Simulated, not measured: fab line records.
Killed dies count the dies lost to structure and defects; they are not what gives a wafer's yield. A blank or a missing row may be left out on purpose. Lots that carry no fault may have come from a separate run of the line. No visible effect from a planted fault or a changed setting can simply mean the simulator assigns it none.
fab line records -- flow sky130 -- part 2 of 2: steps 26 to 37 of 37
record lots=5, wafers=15, last_day=50
route steps=708 shown VIA3@577 METAL4@598 CAP2M@603
lots that met no fault: from a run of the same line without faults
start_h: start of the lot's first displayed wafer, in hours after the record's first day -- wait_h: hours since the lot's step before -- " as in the row above -- L1.1+2: a single row standing in for several wafers -- - no value present, or no start provided -- * or withheld: withheld -- < > ~ a bound
route shown NAME@n: a module of which the file shows steps, and the number in the route of the first -- usual: mean and standard deviation over wafers with no fault -- same: alike in all rows -- chamber/n: place in a boat -- sites: each site's reading -- _std_site: how widely they spread, as a standard deviation -- _edge_site: the outer-site mean with the inner-site mean subtracted -- radius_mm: how far each site lies from the wafer's centre -- mask NAME#n: copy n -- behind: the most recent tool/chamber to have shaped the wafer -- hold: why the lot went on hold/how many hours it stayed there/how the hold came to an end -- device: transistor that didn't switch, given as n, p or np -- end of line: tests of these same wafers at the route's end -- a step with no rows: only its recipe -- killed: not the wafer's yield, but the dies lost to structure and defects at the first sort -- map: a wafer's dies, marking killed ones x, the rest . and places with no die _
set.NAME: the run value of the setting; set.NAME@STEP: its run value at that earlier step -- model.NAME: the simulator's own value behind a step, which no gauge read
certain route steps with their lots: each step a table, each wafer a row
services: from which hour (start_h, from the record's first day; less than 0 if before it) a tool's chamber was out of use, for how many hours, and why
## steps
# step SKY_METAL4_SPUTTER_04
# recipe material=TiN, target_thk_nm=70, power_w=6500, time_s=58.3, chamber_pressure_pa=0.4
# usual chamber_pressure_pa=0.4000/0.00081, throttle_valve_pct=29.9/1
lot.wafer,tool,chamber,start_h,wait_h,chamber_pressure_pa,throttle_valve_pct
L087.1,pvd_sputter-01,-,1015.79,0.0,0.3996,31.8
L087.2,pvd_sputter-01,-,1015.79,0.0,0.3997,31.3
L087.4,pvd_sputter-01,-,1015.79,0.0,0.4005,30.4
L090.2,pvd_sputter-01,-,1053.05,0.0,0.4010,30.4
L090.4,pvd_sputter-01,-,1053.05,0.0,0.4012,31.3
L090.6,pvd_sputter-01,-,1053.05,0.0,0.4003,30.5
L091.1,pvd_sputter-03,-,1057.67,0.0,0.4011,29.4
L091.5,pvd_sputter-03,-,1057.67,0.0,0.4002,28.7
L091.6,pvd_sputter-03,-,1057.67,0.0,0.3993,31.1
L093.1,pvd_sputter-04,-,1066.84,0.0,0.3980,30.2
L093.2,pvd_sputter-04,-,1066.84,0.0,0.4012,28.8
L093.6,pvd_sputter-04,-,1066.84,0.0,0.3995,30.4
L094.3,pvd_sputter-04,-,1079.80,0.0,0.3997,29.6
L094.5,pvd_sputter-04,-,1079.80,0.0,0.4000,30.3
L094.6,pvd_sputter-04,-,1079.80,0.0,0.3997,30.8
# step SKY_CAP2M_CVD_00
# recipe material=SiO2, target_thk_nm=15.5, temp_c=400, time_s=withheld, rf_w=450
# usual heater_power_w=679/110
lot.wafer,tool,chamber,start_h,wait_h,heater_power_w
L087.1,pecvd-04,1,1015.84,0.0,825
L087.2,pecvd-04,0,1015.84,0.0,613
L087.4,pecvd-04,0,1015.84,0.0,605
L090.2,pecvd-01,0,1053.10,0.0,808
L090.4,pecvd-01,1,1053.10,0.0,699
L090.6,pecvd-01,2,1053.10,0.0,623
L091.1,pecvd-04,0,1057.72,0.0,673
L091.5,pecvd-04,1,1057.72,0.0,855
L091.6,pecvd-04,0,1057.72,0.0,677
L093.1,pecvd-03,0,1066.89,0.0,562
L093.2,pecvd-03,2,1066.89,0.0,806
L093.6,pecvd-03,1,1066.89,0.0,614
L094.3,pecvd-03,1,1079.85,0.0,563
L094.5,pecvd-03,2,1079.85,0.0,817
L094.6,pecvd-03,0,1079.85,0.0,501
# step SKY_CAP2M_THK_MEAS_01
# recipe reads=SiO2_of_CAP2M_CVD_00
# usual CAP2M_CVD_00_THK=15.54/0.21
lot.wafer,tool,chamber,start_h,wait_h,CAP2M_CVD_00_THK[nm]
L087.1,film_metro-04,-,1015.87,-,15.38
L087.2,film_metro-04,-,1015.87,-,15.33
L087.4,film_metro-04,-,1015.87,-,15.50
L090.2,film_metro-02,-,1053.13,-,15.42
L090.4,film_metro-02,-,1053.13,-,15.69
L090.6,film_metro-02,-,1053.13,-,15.49
L091.1,film_metro-01,-,1057.74,-,15.34
L091.5,film_metro-01,-,1057.74,-,15.78
L091.6,film_metro-01,-,1057.74,-,15.62
L093.1,film_metro-04,-,1066.91,-,15.88
L093.2,film_metro-04,-,1066.91,-,15.28
L093.6,film_metro-04,-,1066.91,-,15.78
L094.3,film_metro-04,-,1079.89,-,15.75
L094.5,film_metro-04,-,1079.89,-,15.66
L094.6,film_metro-04,-,1079.89,-,15.76
# step SKY_CAP2M_SPUTTER_02
# recipe material=TiN, target_thk_nm=200, temp_c=300, power_w=6500, time_s=166.7, chamber_pressure_pa=0.4
# usual chamber_pressure_pa=0.4001/0.0008, throttle_valve_pct=30.0/1.1
lot.wafer,tool,chamber,start_h,wait_h,chamber_pressure_pa,throttle_valve_pct
L087.1,pvd_sputter-02,-,1015.93,0.1,0.4002,30.3
L087.2,pvd_sputter-02,-,1015.93,0.1,0.4009,28.7
L087.4,pvd_sputter-02,-,1015.93,0.1,0.3993,29.6
L090.2,pvd_sputter-04,-,1053.18,0.0,0.3999,30.7
L090.4,pvd_sputter-04,-,1053.18,0.0,0.4001,29.1
L090.6,pvd_sputter-04,-,1053.18,0.0,0.3994,29.5
L091.1,pvd_sputter-01,-,1057.80,0.1,0.3997,31.0
L091.5,pvd_sputter-01,-,1057.80,0.1,0.4013,30.5
L091.6,pvd_sputter-01,-,1057.80,0.1,0.3999,32.1
L093.1,pvd_sputter-01,-,1066.97,0.1,0.4002,31.3
L093.2,pvd_sputter-01,-,1066.97,0.1,0.4010,31.5
L093.6,pvd_sputter-01,-,1066.97,0.1,0.3998,30.5
L094.3,pvd_sputter-01,-,1079.93,0.0,0.3993,28.0
L094.5,pvd_sputter-01,-,1079.93,0.0,0.3993,30.3
L094.6,pvd_sputter-01,-,1079.93,0.0,0.3997,31.8
# step SKY_CAP2M_RS_MEAS_03
# recipe thk_meas_gauge=four-point-probe, reads=TiN_of_CAP2M_SPUTTER_02
# usual CAP2M_TIN_RS=6.89/0.073
lot.wafer,tool,chamber,start_h,wait_h,CAP2M_TIN_RS[ohm/sq]
L087.1,film_metro-02,-,1016.04,0.1,6.95
L087.2,film_metro-02,-,1016.04,0.1,6.84
L087.4,film_metro-02,-,1016.04,0.1,6.97
L090.2,film_metro-04,-,1053.31,0.1,7.04
L090.4,film_metro-04,-,1053.31,0.1,7.03
L090.6,film_metro-04,-,1053.31,0.1,6.88
L091.1,film_metro-02,-,1057.91,0.1,7.03
L091.5,film_metro-02,-,1057.91,0.1,6.92
L091.6,film_metro-02,-,1057.91,0.1,7.00
L093.1,film_metro-01,-,1067.08,0.1,6.86
L093.2,film_metro-01,-,1067.08,0.1,6.90
L093.6,film_metro-01,-,1067.08,0.1,6.76
L094.3,film_metro-02,-,1080.08,0.1,6.90
L094.5,film_metro-02,-,1080.08,0.1,6.87
L094.6,film_metro-02,-,1080.08,0.1,6.96
# step SKY_CAP2M_THK_MEAS_04
# recipe thk_meas_gauge=xrf, reads=TiN_of_CAP2M_SPUTTER_02
# usual CAP2M_TIN_THK=197.8/2.1
lot.wafer,tool,chamber,start_h,wait_h,CAP2M_TIN_THK[nm]
L087.1,film_metro-02,-,1016.16,0.1,195.4
L087.2,film_metro-02,-,1016.16,0.1,199.1
L087.4,film_metro-02,-,1016.16,0.1,195.2
L090.2,film_metro-04,-,1053.42,0.1,193.5
L090.4,film_metro-04,-,1053.42,0.1,194.0
L090.6,film_metro-04,-,1053.42,0.1,198.3
L091.1,film_metro-02,-,1058.03,0.1,194.5
L091.5,film_metro-02,-,1058.03,0.1,196.4
L091.6,film_metro-02,-,1058.03,0.1,194.4
L093.1,film_metro-01,-,1067.20,0.1,198.2
L093.2,film_metro-01,-,1067.20,0.1,197.9
L093.6,film_metro-01,-,1067.20,0.1,202.3
L094.3,film_metro-02,-,1080.18,0.1,196.8
L094.5,film_metro-02,-,1080.18,0.1,198.0
L094.6,film_metro-02,-,1080.18,0.1,194.7
# step SKY_CAP2M_DEHYDRATE_05
# recipe temp_c=200, time_s=60
lot.wafer,tool,chamber,start_h,wait_h
L087.1+2+4,litho_track-04,0,1027.10,10.9
L090.2+4+6,litho_track-03,0,1062.57,9.1
L091.1+5+6,litho_track-02,0,1067.42,9.4
L093.1+2+6,litho_track-03,0,1077.09,9.9
L094.3+5+6,litho_track-03,0,1089.39,9.2
# step SKY_CAP2M_HMDS_06
# recipe prime_time_s=60, prime_temp_c=120
# same prime_time_s=60
lot.wafer,tool,chamber,start_h,wait_h
L087.1+2+4,litho_track-04,0,1027.25,0.1
L090.2+4+6,litho_track-03,0,1062.72,0.1
L091.1+5+6,litho_track-02,0,1067.57,0.1
L093.1+2+6,litho_track-03,0,1077.24,0.1
L094.3+5+6,litho_track-03,0,1089.54,0.1
# step SKY_CAP2M_COAT_07
# recipe resist=NOVOLAK, spin_rpm=3000, resist_thk_nm=1140
# usual spin_speed_rpm=2999.7/2.1
lot.wafer,tool,chamber,start_h,wait_h,spin_speed_rpm
L087.1,litho_track-04,0,1027.40,0.1,2997.2
L087.2,litho_track-04,0,1027.40,0.1,2997.9
L087.4,litho_track-04,0,1027.40,0.1,2999.4
L090.2,litho_track-03,0,1062.87,0.1,3001.4
L090.4,litho_track-03,0,1062.87,0.1,3000.0
L090.6,litho_track-03,0,1062.87,0.1,2998.8
L091.1,litho_track-02,0,1067.72,0.1,3002.9
L091.5,litho_track-02,0,1067.72,0.1,2998.1
L091.6,litho_track-02,0,1067.72,0.1,3002.3
L093.1,litho_track-03,0,1077.39,0.1,2999.1
L093.2,litho_track-03,0,1077.39,0.1,2998.6
L093.6,litho_track-03,0,1077.39,0.1,2999.5
L094.3,litho_track-03,0,1089.69,0.1,2997.2
L094.5,litho_track-03,0,1089.69,0.1,2995.5
L094.6,litho_track-03,0,1089.69,0.1,3001.5
# step SKY_CAP2M_SOFTBAKE_08
# recipe temp_c=90, time_s=60, resist=NOVOLAK
lot.wafer,tool,chamber,start_h,wait_h
L087.1+2+4,litho_track-04,0,1027.55,0.1
L090.2+4+6,litho_track-03,0,1063.02,0.1
L091.1+5+6,litho_track-02,0,1067.87,0.1
L093.1+2+6,litho_track-03,0,1077.54,0.1
L094.3+5+6,litho_track-03,0,1089.84,0.1
# step SKY_CAP2M_EXPOSE_09
# recipe mask_id=CAP2M, na=0.6, source_shape=conventional, sigma_outer=0.6, polarization=unpolarized, target_cd_nm=1000, dose_mj=159
lot.wafer,tool,chamber,start_h,wait_h,mask
L087.1+2+4,iline_stepper-02,0,-,-,CAP2M#0
L090.2+4+6,iline_stepper-02,0,-,-,CAP2M#0
L091.1+5+6,iline_stepper-02,0,-,-,CAP2M#0
L093.1+2+6,iline_stepper-02,0,-,-,CAP2M#0
L094.3+5+6,iline_stepper-02,0,-,-,CAP2M#0
# step SKY_CAP2M_PEB_10
# recipe temp_c=withheld, time_s=*, resist=NOVOLAK
lot.wafer,tool,chamber,start_h,wait_h
L087.1+2+4,litho_track-03,0,-,-
L090.2+4+6,litho_track-02,0,-,-
L091.1+5+6,litho_track-03,0,-,-
L093.1+2+6,litho_track-04,0,-,-
L094.3+5+6,litho_track-03,0,-,-
## services
tool,chamber,start_h,hours,kind
krf_scanner-01,-,983.50,0.8,pm
rie_diel-01,2,984.63,15.8,repair
krf_scanner-02,-,988.87,1.0,pm
cmp-01,-,1002.27,7.2,pm
plasma_asher-02,-,1004.06,3.9,repair
pecvd-04,2,1012.60,6.6,repair
plasma_asher-01,-,1017.30,14.6,pm
cvd_w-02,-,1020.78,0.6,repair
cvd_w-01,-,1024.04,6.9,pm
cmp-01,-,1037.00,1.1,repair
krf_scanner-02,-,1037.01,0.8,pm
rie_diel-04,1,1037.13,7.0,repair
cmp-02,-,1042.69,8.5,pm
cvd_w-02,0,1051.56,8.4,repair
cvd_w-02,1,1066.61,14.0,repair
cvd_w-02,-,1069.19,2.2,repair
pvd_sputter-03,-,1071.31,1.5,repair
krf_scanner-02,-,1073.68,0.7,repair
pecvd-04,-,1074.51,1.5,repair
krf_scanner-02,-,1077.24,2.0,repair
rie_diel-01,1,1078.59,32.7,repair
cmp-02,-,1084.24,4.0,pm
pvd_sputter-01,-,1088.18,4.3,repair
pecvd-03,0,1091.09,5.0,repair
